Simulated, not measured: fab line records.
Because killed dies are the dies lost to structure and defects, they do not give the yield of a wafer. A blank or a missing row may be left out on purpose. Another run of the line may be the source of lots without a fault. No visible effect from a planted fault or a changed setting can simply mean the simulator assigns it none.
Chamber matching | flow gf180mcu | 4 sister chambers for GF_POLY_GATE_ETCH_12 on rieDiel-04
The step etches BARC in N2/H2. 8 wafers are shown with their chamber, then 7 later ones without.

== WAFERS WITH THEIR CHAMBER ==
wafer  | chamber | drypumpMotorCurrentA (A) | oesProductAu (a.u.)
L075.5 | 2       | 5.0                      | 0.748
L082.4 | 3       | 5.8                      | 0.739
L082.5 | 1       | 5.4                      | 0.735
L085.3 | 1       | 5.4                      | 0.741
L085.4 | 3       | 5.8                      | 0.739
L085.5 | 0       | 6.5                      | 0.741
L087.3 | 2       | 5.0                      | 0.729
L087.4 | 0       | 6.6                      | 0.734

== WAFERS WITH NO CHAMBER GIVEN ==
wafer  | drypumpMotorCurrentA (A) | oesProductAu (a.u.)
L087.5 | 6.6                      | 0.738
L088.1 | 5.4                      | 0.736
L088.2 | 6.6                      | 0.727
L088.6 | 5.4                      | 0.744
L097.2 | 5.0                      | 0.744
L097.5 | 6.6                      | 0.739
L097.6 | 5.4                      | 0.729

== THE CHAMBER EACH PASSED THROUGH ==
wafer  | from the rows above | in truth
L087.5 | 0                   | 0
L088.1 | 1                   | 1
L088.2 | 0                   | 0
L088.6 | 1                   | 1
L097.2 | 2                   | 2
L097.5 | 0                   | 0
L097.6 | 1                   | 1
Placed correctly: 7 of 7. Number that these rows cannot place: 0. Placed wrongly: 0.
How it was worked out, from the rows above alone: a wafer's distance from a chamber is the root of the sum, over the readings, of the square of ((its reading less the chamber's mean) divided by the reading's scatter). The wafer belongs to the nearest chamber; if the next one is less than 2 further off, it can't be placed. The mean given for a chamber averages the wafers shown for that chamber. The scatter is the square root of a quotient: the sum, over the shown wafers, of each reading's squared deviation from its chamber's mean, divided by wafers minus chambers.
